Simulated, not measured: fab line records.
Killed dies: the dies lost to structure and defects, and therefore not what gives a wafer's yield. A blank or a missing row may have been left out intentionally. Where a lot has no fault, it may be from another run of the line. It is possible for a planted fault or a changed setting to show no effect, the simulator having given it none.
fab line records + flow gf180mcu
record
- lots=6
- wafers=17
- lastDay=34
route steps=602 shown V3@445 M4@456
lots untouched by any fault: they come from a run of this same line in which no faults occurred
startH: start of the lot's first displayed wafer, in hours after the record's first day + waitH: how many hours have passed since the lot's step before this one + " repeats the value in the row above + L1.1+2: a single row standing in for several wafers + - no value, or no start was given + * or withheld: withheld + < > ~ a bound
route shown NAME@n: a module of which the file shows steps, and the number in the route of the first + usual: mean/standard deviation of fault-free wafers + same: alike in all rows + chamber/n: place in a boat + sites: readings site by site + _std_site: the standard deviation of these + _edge_site: outer sites' mean less inner sites' + radiusMm: for every site, how far away it sits from the centre of the wafer + mask NAME#n: copy n + behind: the last tool/chamber to shape the wafer + hold: why the lot went on hold/how many hours it stayed there/how the hold came to an end + device: names the non-switching transistor (n, p or np) + end of line: the route-end tests of the same wafers + a step without rows: its recipe alone + killed: at the first sort, the dies lost to defects and structure; wafer yield is something else + map: the dies of a wafer, with x for killed, . for not killed, _ for no die there
set.NAME: the setting the step ran with; set.NAME@STEP: the setting that earlier step ran with + model.NAME: the simulator's own value behind a step, which no gauge read
lots at some steps of the route; a table a step, a row a wafer
services: when a tool's chamber went out of use (startH, in hours from the record's first day, below 0 if earlier), for how many hours, and the reason
## steps
# step GF_V3_ETCH_16
# recipe
- chemistry=N2/H2
- targetDepthA=withheld
- overetchA=withheld
- timeS=withheld
- target=BARC
- ionEnergyEv=200
- sourceW=500
- biasW=100
- pressureMtorr=30
- n2FlowSccm=100
- h2FlowSccm=200
# usual
- drypumpMotorCurrentA=5.9/0.46
- oesProductAu=0.853/0.0045
- throttleValvePct=13.225/0.0092
| lot.wafer | tool       | chamber | startH | waitH | drypumpMotorCurrentA | oesProductAu | throttleValvePct |
|-----------|------------|---------|--------|-------|----------------------|--------------|------------------|
| L131.1    | rieDiel-04 | 3       | 514.86 | 0.0   | 6.0                  | 0.846        | 13.215           |
| L131.2    | "          | 2       | "      | "     | 5.1                  | 0.857        | 13.240           |
| L131.4    | "          | 1       | "      | "     | 6.7                  | 0.854        | 13.229           |
| L135.1    | rieDiel-03 | 0       | 551.31 | 0.0   | 5.7                  | 0.848        | 13.222           |
| L135.3    | "          | 1       | "      | "     | 5.5                  | 0.854        | 13.211           |
| L135.4    | "          | 3       | "      | "     | 5.3                  | 0.849        | 13.209           |
| L140.1    | rieDiel-04 | 3       | 591.46 | 0.0   | 6.0                  | 0.856        | 13.220           |
| L140.2    | "          | 2       | "      | "     | 5.1                  | 0.850        | 13.230           |
| L140.4    | "          | 1       | "      | "     | 6.7                  | 0.855        | 13.225           |
| L144.3    | rieDiel-02 | 2       | 620.32 | 0.0   | 6.3                  | 0.856        | 13.233           |
| L144.5    | "          | 1       | "      | "     | 6.0                  | 0.853        | 13.217           |
| L153.1    | rieDiel-04 | 0       | 684.47 | 0.0   | 6.1                  | 0.846        | 13.240           |
| L153.2    | "          | 3       | "      | "     | 6.0                  | 0.852        | 13.231           |
| L153.3    | "          | 1       | "      | "     | 6.6                  | 0.852        | 13.228           |
| L154.1    | rieDiel-03 | 1       | 688.56 | 0.0   | 5.5                  | 0.860        | 13.231           |
| L154.3    | "          | 0       | "      | "     | 5.7                  | 0.856        | 13.234           |
| L154.4    | "          | 0       | "      | "     | 5.7                  | 0.846        | 13.233           |
# step GF_V3_ETCH_17
# recipe
- chemistry=C4F8/O2/Ar
- maskMaterial=KrF
- target=SiO2
- stopOn=TiN
- sourceW=1500
- biasW=1200
- pressureMtorr=40
- c4f8FlowSccm=withheld
- O2_flow_sccm=6
- Ar_flow_sccm=300
- timeS=withheld
- targetDepthA=6350
# step GF_V3_STRIP_18
# recipe
- chemistry=O2/N2
- powerW=1400
- pressureMtorr=1500
- platenTempC=250
- o2FlowSccm=3000
- n2FlowSccm=300
- overashFraction=0.5
# step GF_V3_STRIP_19
# recipe
- chemistry=postEtchResidueRemover
- timeS=1200
- tempC=72.5
# step GF_V3_CLEAN_20
# recipe
- chemistry=DIW
- dry=n2Spin
# step GF_V3_SPUTTER_21
# recipe
- material=Ti
- targetThkNm=15
- chamberPressurePa=5
- powerW=2500
- substrateTempC=200
- timeS=80.02
# usual
- chamberPressurePa=5.001/0.0092
- throttleValvePct=29.8/0.71
| lot.wafer | tool          | chamber | startH | waitH | chamberPressurePa | throttleValvePct |
|-----------|---------------|---------|--------|-------|-------------------|------------------|
| L131.1    | pvdSputter-04 | -       | 515.52 | 0.0   | 5.006             | 28.7             |
| L131.2    | "             | -       | "      | "     | 5.011             | 29.2             |
| L131.4    | "             | -       | "      | "     | 5.005             | 30.1             |
| L135.1    | pvdSputter-04 | -       | 551.97 | 0.0   | 5.007             | 28.4             |
| L135.3    | "             | -       | "      | "     | 5.013             | 30.4             |
| L135.4    | "             | -       | "      | "     | 5.000             | 29.4             |
| L140.1    | pvdSputter-01 | -       | 592.12 | 0.0   | 5.002             | 29.2             |
| L140.2    | "             | -       | "      | "     | 4.987             | 29.6             |
| L140.4    | "             | -       | "      | "     | 5.004             | 29.0             |
| L144.3    | pvdSputter-01 | -       | 620.98 | 0.0   | 5.014             | 30.8             |
| L144.5    | "             | -       | "      | "     | 4.989             | 29.4             |
| L153.1    | pvdSputter-03 | -       | 685.14 | 0.0   | 5.006             | 31.1             |
| L153.2    | "             | -       | "      | "     | 4.995             | 29.9             |
| L153.3    | "             | -       | "      | "     | 5.003             | 29.6             |
| L154.1    | pvdSputter-01 | -       | 689.26 | 0.0   | 5.000             | 29.3             |
| L154.3    | "             | -       | "      | "     | 5.006             | 30.7             |
| L154.4    | "             | -       | "      | "     | 4.994             | 28.9             |
# step GF_V3_SPUTTER_22
# recipe
- material=TiN
- targetThkNm=10
- chamberPressurePa=5
- powerW=4000
- timeS=40
# step GF_V3_CVD_23
# recipe
- material=W
- targetThkNm=350
- timeS=104.9
- tempC=400
- pressureTorr=40
# step GF_V3_RS_MEAS_24
# recipe
- thkMeasGauge=four-point-probe
- reads=W_of_V3_CVD_23+TiN_of_V3_SPUTTER_22+Ti_of_V3_SPUTTER_21
# usual
- V3_W_RS=0.327/0.0034
| lot.wafer | tool         | chamber | startH | waitH | V3_W_RS[ohm/sq] |
|-----------|--------------|---------|--------|-------|-----------------|
| L131.1    | filmMetro-02 | -       | 515.73 | 0.1   | 0.326           |
| L131.2    | "            | -       | "      | "     | 0.325           |
| L131.4    | "            | -       | "      | "     | 0.327           |
| L135.1    | filmMetro-02 | -       | 552.18 | 0.1   | 0.327           |
| L135.3    | "            | -       | "      | "     | 0.330           |
| L135.4    | "            | -       | "      | "     | 0.327           |
| L140.1    | filmMetro-02 | -       | 592.33 | 0.1   | 0.328           |
| L140.2    | "            | -       | "      | "     | 0.327           |
| L140.4    | "            | -       | "      | "     | 0.330           |
| L144.3    | filmMetro-04 | -       | 621.23 | 0.1   | 0.326           |
| L144.5    | "            | -       | "      | "     | 0.327           |
| L153.1    | filmMetro-02 | -       | 685.35 | 0.1   | 0.329           |
| L153.2    | "            | -       | "      | "     | 0.328           |
| L153.3    | "            | -       | "      | "     | 0.330           |
| L154.1    | filmMetro-04 | -       | 689.47 | 0.1   | 0.328           |
| L154.3    | "            | -       | "      | "     | 0.327           |
| L154.4    | "            | -       | "      | "     | 0.325           |
# step GF_V3_THK_MEAS_25
# recipe
- thkMeasGauge=xrf
- reads=W_of_V3_CVD_23
# usual
- V3_W_THK=345/4.1
| lot.wafer | tool         | chamber | startH | waitH | V3_W_THK[nm] |
|-----------|--------------|---------|--------|-------|--------------|
| L131.1    | filmMetro-02 | -       | 515.85 | 0.1   | 349          |
| L131.2    | "            | -       | "      | "     | 351          |
| L131.4    | "            | -       | "      | "     | 351          |
| L135.1    | filmMetro-02 | -       | 552.30 | 0.1   | 348          |
| L135.3    | "            | -       | "      | "     | 347          |
| L135.4    | "            | -       | "      | "     | 346          |
| L140.1    | filmMetro-02 | -       | 592.45 | 0.1   | 346          |
| L140.2    | "            | -       | "      | "     | 348          |
| L140.4    | "            | -       | "      | "     | 345          |
| L144.3    | filmMetro-04 | -       | 621.33 | 0.1   | 346          |
| L144.5    | "            | -       | "      | "     | 345          |
| L153.1    | filmMetro-02 | -       | 685.47 | 0.1   | 340          |
| L153.2    | "            | -       | "      | "     | 340          |
| L153.3    | "            | -       | "      | "     | 339          |
| L154.1    | filmMetro-04 | -       | 689.59 | 0.1   | 344          |
| L154.3    | "            | -       | "      | "     | 346          |
| L154.4    | "            | -       | "      | "     | 347          |
# step GF_V3_CMP_26
# recipe
- stopOn=SiO2
- downForcePsi=3.5
- platenRpm=60
- tOverpolishS=15
- targetThkNm=0
- padVelocityMS=0.94248
# usual
- motorCurrentA=11.1/1.3
- overpolishRunS=14.999/0.0096
- slurryFlowMlMin=149.9/0.49
- timeToEndpointS=85/3.5
| lot.wafer | tool   | chamber | startH | waitH | motorCurrentA | overpolishRunS | slurryFlowMlMin | timeToEndpointS |
|-----------|--------|---------|--------|-------|---------------|----------------|-----------------|-----------------|
| L131.4    | cmp-02 | 2       | 515.96 | 0.1   | 11.1          | 15.030         | 150.5           | 90              |
| L131.1    | "      | 3       | "      | "     | 10.7          | 15.006         | 148.9           | 82              |
| L131.2    | "      | 0       | "      | "     | 13.7          | 14.994         | 150.0           | 85              |
| L135.4    | cmp-02 | 0       | 552.36 | 0.0   | 13.1          | 14.998         | 150.7           | 86              |
| L135.1    | "      | 1       | "      | "     | 9.9           | 15.008         | 149.8           | 83              |
| L135.3    | "      | 2       | "      | "     | 11.2          | 14.988         | 150.6           | 84              |
| L140.2    | cmp-01 | 0       | 592.51 | 0.0   | 10.8          | 15.009         | 149.6           | 85              |
| L140.1    | "      | 2       | "      | "     | 9.9           | 15.003         | 150.2           | 80              |
| L140.4    | "      | 3       | "      | "     | 13.2          | 15.010         | 149.7           | 81              |
| L144.3    | cmp-02 | 1       | 621.42 | 0.1   | 10.2          | 15.009         | 149.3           | 86              |
| L144.5    | "      | 0       | "      | "     | 13.1          | 14.993         | 149.8           | 83              |
| L153.3    | cmp-02 | 3       | 685.58 | 0.1   | 10.6          | 15.023         | 149.3           | 78              |
| L153.2    | "      | 0       | "      | "     | 12.7          | 15.001         | 149.2           | 79              |
| L153.1    | "      | 1       | "      | "     | 10.4          | 15.009         | 149.9           | 79              |
| L154.3    | cmp-02 | 1       | 689.65 | 0.0   | 10.4          | 14.996         | 150.7           | 86              |
| L154.1    | "      | 3       | "      | "     | 10.5          | 14.996         | 148.8           | 80              |
| L154.4    | "      | 0       | "      | "     | 12.5          | 14.980         | 150.3           | 84              |
# step GF_M4_SPUTTER_00
# recipe
- material=Ti
- targetThkNm=37.5
- arrivingIonEnergyEv=80
- substrateTempC=200
- chamberPressurePa=2
- powerW=4000
- timeS=150
# usual
- chamberPressurePa=2.000/0.0041
- throttleValvePct=30.0/0.86
| lot.wafer | tool          | chamber | startH | waitH | chamberPressurePa | throttleValvePct |
|-----------|---------------|---------|--------|-------|-------------------|------------------|
| L131.1    | pvdSputter-02 | -       | 516.21 | 0.1   | 1.993             | 30.3             |
| L131.2    | "             | -       | "      | "     | 2.004             | 29.1             |
| L131.4    | "             | -       | "      | "     | 2.000             | 30.1             |
| L135.1    | pvdSputter-03 | -       | 552.66 | 0.2   | 1.996             | 29.4             |
| L135.3    | "             | -       | "      | "     | 2.001             | 30.2             |
| L135.4    | "             | -       | "      | "     | 1.997             | 30.8             |
| L140.1    | pvdSputter-02 | -       | 592.81 | 0.1   | 2.007             | 28.9             |
| L140.2    | "             | -       | "      | "     | 1.996             | 31.6             |
| L140.4    | "             | -       | "      | "     | 2.004             | 30.1             |
| L144.3    | pvdSputter-02 | -       | 621.67 | 0.2   | 2.002             | 29.9             |
| L144.5    | "             | -       | "      | "     | 2.004             | 29.1             |
| L153.1    | pvdSputter-01 | -       | 685.83 | 0.1   | 1.999             | 29.2             |
| L153.2    | "             | -       | "      | "     | 2.003             | 29.7             |
| L153.3    | "             | -       | "      | "     | 2.002             | 30.6             |
| L154.1    | pvdSputter-02 | -       | 689.95 | 0.1   | 1.999             | 31.8             |
| L154.3    | "             | -       | "      | "     | 2.000             | 30.0             |
| L154.4    | "             | -       | "      | "     | 2.000             | 30.3             |
# step GF_M4_SPUTTER_01
# recipe
- material=TiN
- targetThkNm=30
- powerW=6500
- timeS=25
- chamberPressurePa=0.4
# usual
- chamberPressurePa=0.4000/0.00088
- throttleValvePct=30.0/0.86
| lot.wafer | tool          | chamber | startH | waitH | chamberPressurePa | throttleValvePct | model.TiN_of_M4_SPUTTER_01.thkNm |
|-----------|---------------|---------|--------|-------|-------------------|------------------|----------------------------------|
| L131.1    | pvdSputter-02 | -       | 516.31 | 0.1   | 0.3984            | 30.6             | 30.19                            |
| L131.2    | "             | -       | "      | "     | 0.3998            | 28.9             | 30.57                            |
| L131.4    | "             | -       | "      | "     | 0.3998            | 30.4             | 29.91                            |
| L135.1    | pvdSputter-03 | -       | 552.76 | 0.1   | 0.3985            | 29.3             | 29.41                            |
| L135.3    | "             | -       | "      | "     | 0.3994            | 30.1             | 30.08                            |
| L135.4    | "             | -       | "      | "     | 0.3993            | 30.6             | 29.81                            |
| L140.1    | pvdSputter-02 | -       | 592.91 | 0.1   | 0.3995            | 28.7             | 26.34                            |
| L140.2    | "             | -       | "      | "     | 0.3996            | 31.9             | 29.72                            |
| L140.4    | "             | -       | "      | "     | 0.4005            | 30.7             | 30.19                            |
| L144.3    | pvdSputter-02 | -       | 621.77 | 0.1   | 0.4013            | 30.0             | 29.44                            |
| L144.5    | "             | -       | "      | "     | 0.4009            | 28.9             | 26.68                            |
| L153.1    | pvdSputter-01 | -       | 685.93 | 0.1   | 0.4008            | 29.3             | 30.01                            |
| L153.2    | "             | -       | "      | "     | 0.4012            | 29.4             | 30.07                            |
| L153.3    | "             | -       | "      | "     | 0.4016            | 30.5             | 29.99                            |
| L154.1    | pvdSputter-02 | -       | 690.05 | 0.1   | 0.4007            | 31.6             | 29.87                            |
| L154.3    | "             | -       | "      | "     | 0.4004            | 29.9             | 29.45                            |
| L154.4    | "             | -       | "      | "     | 0.3992            | 30.5             | 29.75                            |
# step GF_M4_SPUTTER_02
# recipe
- material=AlCu
- targetThkNm=450
- powerW=10600
- timeS=23.9
- chamberPressurePa=0.4
# usual
- chamberPressurePa=0.4000/0.00079
- throttleValvePct=30.0/0.88
| lot.wafer | tool          | chamber | startH | waitH | chamberPressurePa | throttleValvePct |
|-----------|---------------|---------|--------|-------|-------------------|------------------|
| L131.1    | pvdSputter-02 | -       | 516.34 | 0.0   | 0.3998            | 30.7             |
| L131.2    | "             | -       | "      | "     | 0.3997            | 28.7             |
| L131.4    | "             | -       | "      | "     | 0.3995            | 30.2             |
| L135.1    | pvdSputter-03 | -       | 552.79 | 0.0   | 0.4004            | 29.2             |
| L135.3    | "             | -       | "      | "     | 0.3995            | 30.1             |
| L135.4    | "             | -       | "      | "     | 0.4009            | 30.8             |
| L140.1    | pvdSputter-02 | -       | 592.94 | 0.0   | 0.3997            | 29.0             |
| L140.2    | "             | -       | "      | "     | 0.3984            | 31.7             |
| L140.4    | "             | -       | "      | "     | 0.3989            | 30.4             |
| L144.3    | pvdSputter-02 | -       | 621.80 | 0.0   | 0.4008            | 30.1             |
| L144.5    | "             | -       | "      | "     | 0.4007            | 29.0             |
| L153.1    | pvdSputter-01 | -       | 685.96 | 0.0   | 0.4011            | 29.2             |
| L153.2    | "             | -       | "      | "     | 0.4000            | 29.4             |
| L153.3    | "             | -       | "      | "     | 0.3996            | 30.8             |
| L154.1    | pvdSputter-02 | -       | 690.08 | 0.0   | 0.3998            | 31.9             |
| L154.3    | "             | -       | "      | "     | 0.4000            | 30.2             |
| L154.4    | "             | -       | "      | "     | 0.3994            | 30.4             |
## services
| tool          | chamber | startH | hours | kind                  |
|---------------|---------|--------|-------|-----------------------|
| rieDiel-03    | -       | 499.76 | 15.6  | pm                    |
| pvdSputter-02 | -       | 501.48 | 8.9   | repair                |
| rieDiel-03    | 2       | 516.93 | 5.5   | repair                |
| rieDiel-03    | 3       | 542.58 | 7.0   | repair                |
| pvdSputter-04 | -       | 549.36 | 1.3   | repair                |
| cmp-02        | -       | 553.18 | 1.6   | repair                |
| rieDiel-03    | -       | 560.23 | 0.5   | repair                |
| cmp-01        | -       | 565.85 | 0.8   | repair                |
| cmp-01        | -       | 572.18 | 4.0   | pm                    |
| pvdSputter-01 | 2       | 573.43 | -     | consumableReplace:kit |
| pvdSputter-01 | 2       | 573.43 | 18.0  | scheduledDown         |
| pvdSputter-01 | 2       | 573.43 | 18.0  | ventCycle             |
| cmp-02        | -       | 577.55 | 0.8   | repair                |
| pvdSputter-03 | 2       | 600.72 | -     | consumableReplace:kit |
| pvdSputter-03 | 2       | 600.72 | 18.0  | scheduledDown         |
| rieDiel-02    | 2       | 620.68 | 12.8  | repair                |
| pvdSputter-02 | 3       | 640.70 | -     | consumableReplace:kit |
| pvdSputter-02 | 3       | 640.70 | 18.0  | scheduledDown         |
| pvdSputter-02 | 3       | 640.70 | 18.0  | ventCycle             |
| cmp-01        | -       | 647.93 | 2.7   | pm                    |
| cmp-02        | -       | 649.32 | 9.6   | repair                |
| pvdSputter-01 | -       | 650.81 | 1.4   | repair                |
| rieDiel-04    | -       | 673.03 | 4.0   | pm                    |
| rieDiel-03    | 2       | 685.78 | 15.3  | repair                |
## key
firstSign none at tools or gauges
modelEffect
- step=GF_M4_SPUTTER_01
- value=TiN_of_M4_SPUTTER_01.thkNm
- without=29.92
- struck=26.51
metAt GF_M4_SPUTTER_01
struckWafers L140.1,L144.5
sortLeftOut L144.5
onsetBetween 516.31 592.91
fault
- kind=processParameterDrift
- tool=pvdSputter-02
- chamber=-
- onsetH=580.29
- steps=GF_M4_SPUTTER_01
- channel=timeS
- offset=*
- shape=step
- endH=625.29
- scope=struckWafersOnly
- actsIn=*
- stated=*
# sortLeftOut: the simulated sort isn't trusted on such a fault, so these wafers' sort isn't shown, and their yield isn't known
